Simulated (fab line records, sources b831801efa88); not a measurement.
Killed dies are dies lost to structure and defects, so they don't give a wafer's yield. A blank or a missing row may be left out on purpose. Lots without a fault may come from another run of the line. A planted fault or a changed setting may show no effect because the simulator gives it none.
fab line records | flow sky130 | part 1 of 2: steps 1 to 28 of 41
record lots=5 wafers=15 last_day=50
route steps=708 shown SD_N@358 SD_P@359 RES_XHIGH@360 SALICIDE@361 LI_CONTACT@362 LOCAL_INTERCONNECT@387
lots that met no fault: from a run of the same line without faults
start_h: hours from the record's first day to the start of the lot's first wafer shown | wait_h: hours since the lot's step before | " the same as in the row above | L1.1+2: a row that stands for several wafers | - no value, or no start given | * or withheld: withheld | < > ~ a bound
route shown NAME@n: a module of which the file shows steps, and the number in the route of the first | usual: mean/standard deviation of fault-free wafers | same: alike in all rows | chamber/n: place in a boat | sites: the reading at each site | _std_site: their standard deviation | _edge_site: outer sites' mean less inner sites' | radius_mm: how far each site lies from the wafer's centre | mask NAME#n: copy n | behind: the tool/chamber that last shaped the wafer | hold: why the lot was held/for how many hours/how that ended | device: the transistor (n, p or np) that didn't switch | end of line: the same wafers' tests at the end of the route | a step without rows: its recipe alone | killed: dies lost to structure and defects at the first sort, not the wafer's yield | map: a wafer's dies, x killed, . not, _ none there
set.NAME: the setting as run; set.NAME@STEP: as run at that earlier step | model.NAME: the simulator's own value behind a step, which no gauge read
lots at some steps of the route; a table a step, a row a wafer
services: from which hour (start_h, from the record's first day; less than 0 if before it) a tool's chamber was out of use, for how many hours, and why
## steps
# step SKY_SD_N_RS_MEAS_16
# recipe thk_meas_gauge=four-point-probe
# usual SD_N_RS=68.57/0.12
# columns lot.wafer tool chamber start_h wait_h SD_N_RS[ohm/sq]
L078.1 film_metro-03 - 679.85 0.1 68.54
L078.3 " - " " 68.64
L078.4 " - " " 68.55
L079.1 film_metro-03 - 689.10 0.1 68.75
L079.3 " - " " 68.68
L079.4 " - " " 68.78
L080.1 film_metro-02 - 704.15 0.1 68.70
L080.3 " - " " 68.64
L080.5 " - " " 68.71
L082.1 film_metro-03 - 722.60 0.1 68.70
L082.3 " - " " 68.48
L082.5 " - " " 68.54
L095.2 film_metro-03 - 832.92 0.1 68.47
L095.3 " - " " 68.45
L095.6 " - " " 68.36
# step SKY_SD_N_RS_MEAS_17
# recipe thk_meas_gauge=four-point-probe
# usual SD_P_RS=147.1/0.37
# columns lot.wafer tool chamber start_h wait_h SD_P_RS[ohm/sq]
L078.1 film_metro-03 - 679.97 0.1 147.3
L078.3 " - " " 147.4
L078.4 " - " " 147.2
L079.1 film_metro-03 - 689.22 0.1 147.6
L079.3 " - " " 147.2
L079.4 " - " " 147.6
L080.1 film_metro-02 - 704.27 0.1 147.8
L080.3 " - " " 147.1
L080.5 " - " " 147.4
L082.1 film_metro-03 - 722.72 0.1 147.7
L082.3 " - " " 147.0
L082.5 " - " " 147.3
L095.2 film_metro-03 - 833.04 0.1 147.1
L095.3 " - " " 147.5
L095.6 " - " " 147.1
# step SKY_SD_N_RS_MEAS_18
# recipe thk_meas_gauge=four-point-probe
# usual RES_XHIGH_RS=333.2/1.1
# columns lot.wafer tool chamber start_h wait_h RES_XHIGH_RS[ohm/sq]
L078.1 film_metro-03 - 680.09 0.1 333.0
L078.3 " - " " 334.7
L078.4 " - " " 333.1
L079.1 film_metro-03 - 689.34 0.1 332.3
L079.3 " - " " 331.4
L079.4 " - " " 331.6
L080.1 film_metro-02 - 704.39 0.1 334.9
L080.3 " - " " 336.1
L080.5 " - " " 335.6
L082.1 film_metro-03 - 722.84 0.1 333.0
L082.3 " - " " 333.7
L082.5 " - " " 332.3
L095.2 film_metro-03 - 833.16 0.1 332.0
L095.3 " - " " 333.1
L095.6 " - " " 333.1
# step SKY_SALICIDE_CLEAN_00
# recipe chemistry=HF-last time_s=30 dilution=100:1 dry=ipa_marangoni
# columns lot.wafer tool chamber start_h wait_h
L078.1+3+4 wet_bench-01 0 680.21 0.1
L079.1+3+4 wet_bench-03 1 689.46 0.1
L080.1+3+5 wet_bench-02 3 704.51 0.1
L082.1+3+5 wet_bench-03 0 722.96 0.1
L095.2+3+6 wet_bench-03 2 833.26 0.1
# step SKY_LI_CONTACT_HDPCVD_00
# recipe material=PSG target_thk_nm=930 sigma_open_frac=0.3 time_s=155 temp_c=600 sih4_flow_sccm=60 pressure_mtorr=6
# columns lot.wafer tool chamber start_h wait_h
L078.1+3+4 hdpcvd-01 1,2,1 680.23 0.0
L079.1+3+4 hdpcvd-02 0,2,2 689.48 0.0
L080.1+3+5 hdpcvd-01 0,2,0 704.53 0.0
L082.1+3+5 hdpcvd-01 0,1,1 722.98 0.0
L095.2+3+6 hdpcvd-02 1,2,0 833.28 0.0
# step SKY_LI_CONTACT_THK_MEAS_01
# recipe reads=PSG_of_LI_CONTACT_HDPCVD_00
# usual LI_CONTACT_HDPCVD_THK=928/9.6
# columns lot.wafer tool chamber start_h wait_h LI_CONTACT_HDPCVD_THK[nm]
L078.1 film_metro-02 - 680.33 0.1 923
L078.3 " - " " 929
L078.4 " - " " 919
L079.1 film_metro-02 - 689.58 0.1 953
L079.3 " - " " 946
L079.4 " - " " 946
L080.1 film_metro-04 - 704.63 0.1 925
L080.3 " - " " 938
L080.5 " - " " 923
L082.1 film_metro-04 - 723.08 0.1 922
L082.3 " - " " 926
L082.5 " - " " 913
L095.2 film_metro-03 - 833.39 0.1 915
L095.3 " - " " 931
L095.6 " - " " 925
# step SKY_LI_CONTACT_CMP_02
# recipe material=PSG down_force_psi=4 platen_rpm=60 pad_velocity_m_s=0.94248
# usual motor_current_A=12.1/1.8 slurry_flow_ml_min=149.9/0.42 time_to_endpoint_s=33.8/2.5
# columns lot.wafer tool chamber start_h wait_h motor_current_A slurry_flow_ml_min time_to_endpoint_s
L078.3 cmp-01 0 680.39 0.0 13.7 150.7 35.5
L078.4 " 2 " " 10.8 150.2 36.9
L078.1 " 3 " " 15.4 149.9 33.0
L079.3 cmp-01 3 689.64 0.0 15.4 150.0 37.6
L079.4 " 0 " " 13.9 150.1 38.3
L079.1 " 2 " " 11.0 149.7 42.1
L080.1 cmp-02 3 704.69 0.1 11.2 149.3 29.2
L080.3 " 1 " " 9.2 150.4 34.4
L080.5 " 3 " " 11.1 149.9 29.6
L082.1 cmp-01 3 723.19 0.1 15.0 150.2 32.4
L082.3 " 1 " " 11.7 150.0 32.8
L082.5 " 2 " " 10.7 149.5 35.6
L095.3 cmp-02 3 833.54 0.1 11.6 149.1 34.2
L095.2 " 0 " " 12.6 149.6 32.4
L095.6 " 1 " " 10.1 150.3 32.9
# step SKY_LI_CONTACT_BOW_MEAS_03
# recipe mode=bow
# usual LI_CONTACT_BOW=57/6.6
# columns lot.wafer tool chamber start_h wait_h LI_CONTACT_BOW[um]
L078.1 film_metro-02 - 680.69 0.1 53
L078.3 " - " " 56
L078.4 " - " " 57
L079.1 film_metro-03 - 689.94 0.1 60
L079.3 " - " " 65
L079.4 " - " " 56
L080.1 film_metro-03 - 704.99 0.2 62
L080.3 " - " " 52
L080.5 " - " " 53
L082.1 film_metro-03 - 723.44 0.2 61
L082.3 " - " " 46
L082.5 " - " " 50
L095.2 film_metro-03 - 833.76 0.1 58
L095.3 " - " " 42
L095.6 " - " " 63
# step SKY_LI_CONTACT_DEHYDRATE_04
# recipe temp_c=200 time_s=60
# columns lot.wafer tool chamber start_h wait_h
L078.1+3+4 litho_track-04 0 694.61 13.9
L079.1+3+4 litho_track-03 0 704.26 14.3
L080.1+3+5 litho_track-01 0 717.96 12.9
L082.1+3+5 litho_track-04 0 735.81 12.4
L095.2+3+6 litho_track-04 0 846.69 12.9
# step SKY_LI_CONTACT_HMDS_05
# recipe prime_time_s=60 prime_temp_c=120
# columns lot.wafer tool chamber start_h wait_h
L078.1+3+4 litho_track-04 0 694.76 0.1
L079.1+3+4 litho_track-03 0 704.41 0.1
L080.1+3+5 litho_track-01 0 718.11 0.1
L082.1+3+5 litho_track-04 0 735.96 0.1
L095.2+3+6 litho_track-04 0 846.84 0.1
# step SKY_LI_CONTACT_COAT_06
# recipe resist=BARC temp_c=withheld time_s=withheld spin_rpm=3000 resist_thk_nm=60
# columns lot.wafer tool chamber start_h wait_h
L078.1+3+4 litho_track-04 0 694.91 0.1
L079.1+3+4 litho_track-03 0 704.56 0.1
L080.1+3+5 litho_track-01 0 718.26 0.1
L082.1+3+5 litho_track-04 0 736.11 0.1
L095.2+3+6 litho_track-04 0 846.99 0.1
# step SKY_LI_CONTACT_COAT_07
# recipe resist=KrF-thick spin_rpm=3000 resist_thk_nm=450
# columns lot.wafer tool chamber start_h wait_h
L078.1+3+4 litho_track-04 0 - -
L079.1+3+4 litho_track-03 0 - -
L080.1+3+5 litho_track-01 0 - -
L082.1+3+5 litho_track-04 0 - -
L095.2+3+6 litho_track-04 0 - -
# step SKY_LI_CONTACT_SOFTBAKE_08
# recipe temp_c=100 time_s=90 resist=KrF-thick
# columns lot.wafer tool chamber start_h wait_h
L078.1+3+4 litho_track-04 0 - -
L079.1+3+4 litho_track-03 0 - -
L080.1+3+5 litho_track-01 0 - -
L082.1+3+5 litho_track-04 0 - -
L095.2+3+6 litho_track-04 0 - -
# step SKY_LI_CONTACT_EXPOSE_09
# recipe mask_id=LICM1 na=0.8 source_shape=annular sigma_inner=0.55 sigma_outer=0.85 target_cd_nm=170 dose_mj=38
# columns lot.wafer tool chamber start_h wait_h mask
L078.1+3+4 krf_scanner-01 0 - - LICM1#0
L079.1+3+4 krf_scanner-01 0 - - LICM1#0
L080.1+3+5 krf_scanner-01 0 - - LICM1#0
L082.1+3+5 krf_scanner-02 0 - - LICM1#0
L095.2+3+6 krf_scanner-01 0 - - LICM1#0
# step SKY_LI_CONTACT_PEB_10
# recipe peb_temp_c=withheld peb_time_s=withheld resist=KrF-thick
# columns lot.wafer tool chamber start_h wait_h
L078.1+3+4 litho_track-03 0 - -
L079.1+3+4 litho_track-03 0 - -
L080.1+3+5 litho_track-04 0 - -
L082.1+3+5 litho_track-03 0 - -
L095.2+3+6 litho_track-03 0 - -
# step SKY_LI_CONTACT_DEVELOP_11
# recipe develop_time_s=60 resist=KrF-thick dev_temp_c=21
# usual developer_temp_C=20.99/0.12
# columns lot.wafer tool chamber start_h wait_h developer_temp_C
L078.1 litho_track-03 0 - - 21.17
L078.3 " 0 " " 21.05
L078.4 " 0 " " 21.15
L079.1 litho_track-03 0 - - 21.01
L079.3 " 0 " " 21.12
L079.4 " 0 " " 20.88
L080.1 litho_track-04 0 - - 21.07
L080.3 " 0 " " 20.94
L080.5 " 0 " " 21.02
L082.1 litho_track-03 0 - - 20.82
L082.3 " 0 " " 20.97
L082.5 " 0 " " 21.02
L095.2 litho_track-03 0 - - 20.94
L095.3 " 0 " " 20.98
L095.6 " 0 " " 20.84
# step SKY_LI_CONTACT_CD_MEAS_12
# recipe target_cd_nm=170
# usual cd_nm=170.3/1.2
# columns lot.wafer tool chamber start_h wait_h cd_nm
L078.1 cd_sem-02 - 708.96 - 168.6
L078.3 " - " " 168.9
L078.4 " - " " 169.4
L079.1 cd_sem-01 - 718.46 - 167.3
L079.3 " - " " 168.3
L079.4 " - " " 168.8
L080.1 cd_sem-01 - 732.66 - 169.4
L080.3 " - " " 168.7
L080.5 " - " " 170.9
L082.1 cd_sem-01 - 750.01 - 170.5
L082.3 " - " " 169.9
L082.5 " - " " 170.4
L095.2 cd_sem-01 - 860.53 - 172.6
L095.3 " - " " 173.3
L095.6 " - " " 172.1
# step SKY_LI_CONTACT_OVL_MEAS_13
# usual LI_CONTACT_OVL=1/5.6
# columns lot.wafer tool chamber start_h wait_h LI_CONTACT_OVL[nm]
L078.1 overlay-01 - 709.08 0.1 1
L078.3 " - " " 2
L078.4 " - " " 8
L079.1 overlay-02 - 718.58 0.1 -1
L079.3 " - " " 4
L079.4 " - " " 0
L080.1 overlay-01 - 732.78 0.1 10
L080.3 " - " " 4
L080.5 " - " " 2
L082.1 overlay-02 - 750.13 0.1 -8
L082.3 " - " " -12
L082.5 " - " " -4
L095.2 overlay-01 - 860.64 0.1 10
L095.3 " - " " -1
L095.6 " - " " 8
# step SKY_LI_CONTACT_ETCH_14
# recipe chemistry=N2/H2 target=BARC ion_energy_ev=200 source_w=500 bias_w=100 pressure_mtorr=30 n2_flow_sccm=100 h2_flow_sccm=200 stop_on=SiO2 time_s=45.9 target_depth_a=600
# usual chamber_pressure_mTorr=29.997/0.027 drypump_motor_current_A=5.4/0.43 oes_product_au=0.855/0.0049 throttle_valve_pct=13.223/0.0086
# columns lot.wafer tool chamber start_h wait_h chamber_pressure_mTorr drypump_motor_current_A oes_product_au rf_hours_counter_h throttle_valve_pct
L078.1 rie_diel-01 1 709.12 0.0 29.988 4.7 0.862 1 13.225
L078.3 " 0 " " 30.012 5.6 0.860 13 13.237
L078.4 " 2 " " 30.001 5.9 0.854 14 13.224
L079.1 rie_diel-01 3 718.62 0.0 30.015 5.3 0.851 9 13.228
L079.3 " 0 " " 29.947 5.6 0.850 13 13.221
L079.4 " 2 " " 30.006 5.9 0.850 14 13.232
L080.1 rie_diel-04 2 732.82 0.0 29.974 5.4 0.860 13 13.218
L080.3 " 0 " " 29.999 5.8 0.855 0 13.215
L080.5 " 3 " " 29.984 5.3 0.855 - 13.223
L082.1 rie_diel-01 0 750.17 0.0 29.954 5.6 0.848 14 13.201
L082.3 " 2 " " 30.039 5.8 0.857 15 13.219
L082.5 " 2 " " 30.034 5.8 0.847 - 13.224
L095.2 rie_diel-01 1 860.67 0.0 30.006 4.7 0.862 6 13.220
L095.3 " 3 " " 29.960 5.4 0.853 13 13.232
L095.6 " 1 " " 30.012 4.7 0.858 - 13.213
# step SKY_LI_CONTACT_ETCH_15
# recipe target=PSG chemistry=C4F8/O2/Ar stop_on=Si taper_deg=4.15 mask_material=KrF-thick source_w=1500 bias_w=1200 pressure_mtorr=40 c4f8_flow_sccm=withheld O2_flow_sccm=6 Ar_flow_sccm=300 time_s=withheld target_depth_a=6000
# usual chamber_pressure_mTorr=39.99/0.044 oes_product_au=0.837/0.0041
# columns lot.wafer tool chamber start_h wait_h chamber_pressure_mTorr oes_product_au
L078.1 rie_diel-01 1 709.16 0.0 39.88 0.838
L078.3 " 0 " " 39.99 0.840
L078.4 " 2 " " 40.04 0.840
L079.1 rie_diel-01 3 718.66 0.0 40.01 0.837
L079.3 " 0 " " 39.96 0.836
L079.4 " 2 " " 40.03 0.834
L080.1 rie_diel-04 2 732.86 0.0 40.00 0.838
L080.3 " 0 " " 40.06 0.837
L080.5 " 3 " " 40.01 0.827
L082.1 rie_diel-01 0 750.21 0.0 40.02 0.840
L082.3 " 2 " " 39.98 0.838
L082.5 " 2 " " 40.03 0.837
L095.2 rie_diel-01 1 860.71 0.0 39.98 0.833
L095.3 " 3 " " 40.04 0.838
L095.6 " 1 " " 39.99 0.837
# step SKY_LI_CONTACT_STRIP_16
# recipe chemistry=O2/N2 power_w=1400 pressure_mtorr=1500 platen_temp_c=withheld o2_flow_sccm=3000 n2_flow_sccm=300 overash_fraction=0.5
# usual chamber_pressure_mTorr=1500.0/1.3 drypump_motor_current_A=5.3/0.39 oes_product_au=0.375/0.0051 strip_time_to_endpoint_s=3.48/0.037
# columns lot.wafer tool chamber start_h wait_h chamber_pressure_mTorr drypump_motor_current_A oes_product_au rf_hours_counter_h strip_time_to_endpoint_s
L078.1 plasma_asher-03 1 709.24 - 1501.3 5.2 0.377 26 3.49
L078.3 " 0 " " 1498.4 5.4 0.371 - 3.48
L078.4 " 1 " " 1501.4 5.2 0.367 - 3.43
L079.1 plasma_asher-01 0 718.74 - 1502.3 5.9 0.383 59 3.56
L079.3 " 0 " " 1501.3 5.9 0.367 - 3.43
L079.4 " 1 " " 1499.4 4.7 0.367 - 3.41
L080.1 plasma_asher-01 1 732.95 - 1499.2 4.7 0.388 59 3.51
L080.3 " 0 " " 1498.1 5.9 0.382 - 3.49
L080.5 " 1 " " 1501.8 4.6 0.382 - 3.52
L082.1 plasma_asher-01 0 750.29 - 1501.7 5.9 0.375 62 3.50
L082.3 " 0 " " 1500.1 5.9 0.369 - 3.45
L082.5 " 0 " " 1499.4 5.9 0.368 - 3.43
L095.2 plasma_asher-01 1 860.79 - 1498.0 4.7 0.377 72 3.48
L095.3 " 1 " " 1498.7 4.6 0.369 - 3.53
L095.6 " 1 " " 1501.0 4.6 0.376 - 3.49
# step SKY_LI_CONTACT_CLEAN_17
# recipe chemistry=NMP time_s=600 temp_c=60 dry=n2_spin
# columns lot.wafer tool chamber start_h wait_h
L078.1+3+4 wet_bench-01 2 709.34 0.1
L079.1+3+4 wet_bench-03 3 718.84 0.1
L080.1+3+5 wet_bench-03 2 733.05 0.1
L082.1+3+5 wet_bench-01 3 750.39 0.1
L095.2+3+6 wet_bench-04 0 860.89 0.1
# step SKY_LI_CONTACT_PRE_CLEAN_18
# recipe gas=Ar time_s=5.6 bias_v=358
# columns lot.wafer tool chamber start_h wait_h
L078.1+3+4 pvd_sputter-04 - 709.52 0.0
L079.1+3+4 pvd_sputter-03 - 719.02 0.0
L080.1+3+5 pvd_sputter-03 - 733.22 0.0
L082.1+3+5 pvd_sputter-04 - 750.57 0.0
L095.2+3+6 pvd_sputter-03 - 861.07 0.0
# step SKY_LI_CONTACT_SPUTTER_19
# recipe material=Ti target_thk_nm=20 chamber_pressure_pa=5 power_w=2500 substrate_temp_c=200 time_s=106.37
# usual throttle_valve_pct=29.8/0.8
# columns lot.wafer tool chamber start_h wait_h throttle_valve_pct
L078.1 pvd_sputter-04 - 709.54 0.0 28.6
L078.3 " - " " 30.6
L078.4 " - " " 29.3
L079.1 pvd_sputter-03 - 719.04 0.0 30.4
L079.3 " - " " 29.7
L079.4 " - " " 30.4
L080.1 pvd_sputter-03 - 733.24 0.0 30.7
L080.3 " - " " 30.5
L080.5 " - " " 29.8
L082.1 pvd_sputter-04 - 750.59 0.0 29.4
L082.3 " - " " 29.1
L082.5 " - " " 30.6
L095.2 pvd_sputter-03 - 861.09 0.0 29.9
L095.3 " - " " 30.4
L095.6 " - " " 29.9
# step SKY_LI_CONTACT_SPUTTER_20
# recipe material=TiN target_thk_nm=20 chamber_pressure_pa=5 power_w=4000 time_s=80
# usual throttle_valve_pct=29.9/0.8
# columns lot.wafer tool chamber start_h wait_h throttle_valve_pct
L078.1 pvd_sputter-04 - 709.61 0.0 28.7
L078.3 " - " " 30.4
L078.4 " - " " 29.4
L079.1 pvd_sputter-03 - 719.11 0.0 30.5
L079.3 " - " " 30.0
L079.4 " - " " 30.6
L080.1 pvd_sputter-03 - 733.32 0.0 30.7
L080.3 " - " " 30.4
L080.5 " - " " 30.0
L082.1 pvd_sputter-04 - 750.66 0.0 29.4
L082.3 " - " " 28.8
L082.5 " - " " 30.7
L095.2 pvd_sputter-03 - 861.16 0.0 29.9
L095.3 " - " " 30.4
L095.6 " - " " 29.9
# step SKY_LI_CONTACT_CVD_21
# recipe material=W target_thk_nm=400 time_s=120.56 temp_c=400 pressure_torr=40
# usual heater_power_w=826/87
# columns lot.wafer tool chamber start_h wait_h heater_power_w
L078.1 cvd_w-02 0 709.68 0.0 893
L078.3 " 0 " " 888
L078.4 " 1 " " 742
L079.1 cvd_w-01 0 719.18 0.0 929
L079.3 " 0 " " 965
L079.4 " 1 " " 740
L080.1 cvd_w-02 0 733.38 0.0 869
L080.3 " 0 " " 866
L080.5 " 0 " " 907
L082.1 cvd_w-02 1 750.73 0.0 746
L082.3 " 1 " " 744
L082.5 " 0 " " 888
L095.2 cvd_w-01 0 861.23 0.0 946
L095.3 " 1 " " 748
L095.6 " 0 " " 946
# step SKY_LI_CONTACT_RS_MEAS_22
# recipe thk_meas_gauge=four-point-probe reads=W_of_LI_CONTACT_CVD_21+TiN_of_LI_CONTACT_SPUTTER_20+Ti_of_LI_CONTACT_SPUTTER_19
# usual LI_CONTACT_W_RS=0.283/0.0046
# columns lot.wafer tool chamber start_h wait_h LI_CONTACT_W_RS[ohm/sq]
L078.1 film_metro-02 - 709.80 0.1 0.288
L078.3 " - " " 0.287
L078.4 " - " " 0.279
L079.1 film_metro-02 - 719.30 0.1 0.281
L079.3 " - " " 0.279
L079.4 " - " " 0.288
L080.1 film_metro-04 - 733.63 0.2 0.287
L080.3 " - " " 0.285
L080.5 " - " " 0.287
L082.1 film_metro-03 - 750.85 0.1 0.278
L082.3 " - " " 0.278
L082.5 " - " " 0.288
L095.2 film_metro-02 - 861.37 0.1 0.280
L095.3 " - " " 0.285
L095.6 " - " " 0.277
# step SKY_LI_CONTACT_THK_MEAS_23
# recipe thk_meas_gauge=xrf reads=W_of_LI_CONTACT_CVD_21
# usual LI_CONTACT_W_THK=407/8.2
# columns lot.wafer tool chamber start_h wait_h LI_CONTACT_W_THK[nm]
L078.1 film_metro-02 - 709.92 0.1 406
L078.3 " - " " 407
L078.4 " - " " 418
L079.1 film_metro-02 - 719.42 0.1 416
L079.3 " - " " 418
L079.4 " - " " 407
L080.1 film_metro-04 - 733.75 0.1 398
L080.3 " - " " 406
L080.5 " - " " 399
L082.1 film_metro-03 - 750.97 0.1 410
L082.3 " - " " 413
L082.5 " - " " 397
L095.2 film_metro-02 - 861.48 0.1 417
L095.3 " - " " 409
L095.6 " - " " 420
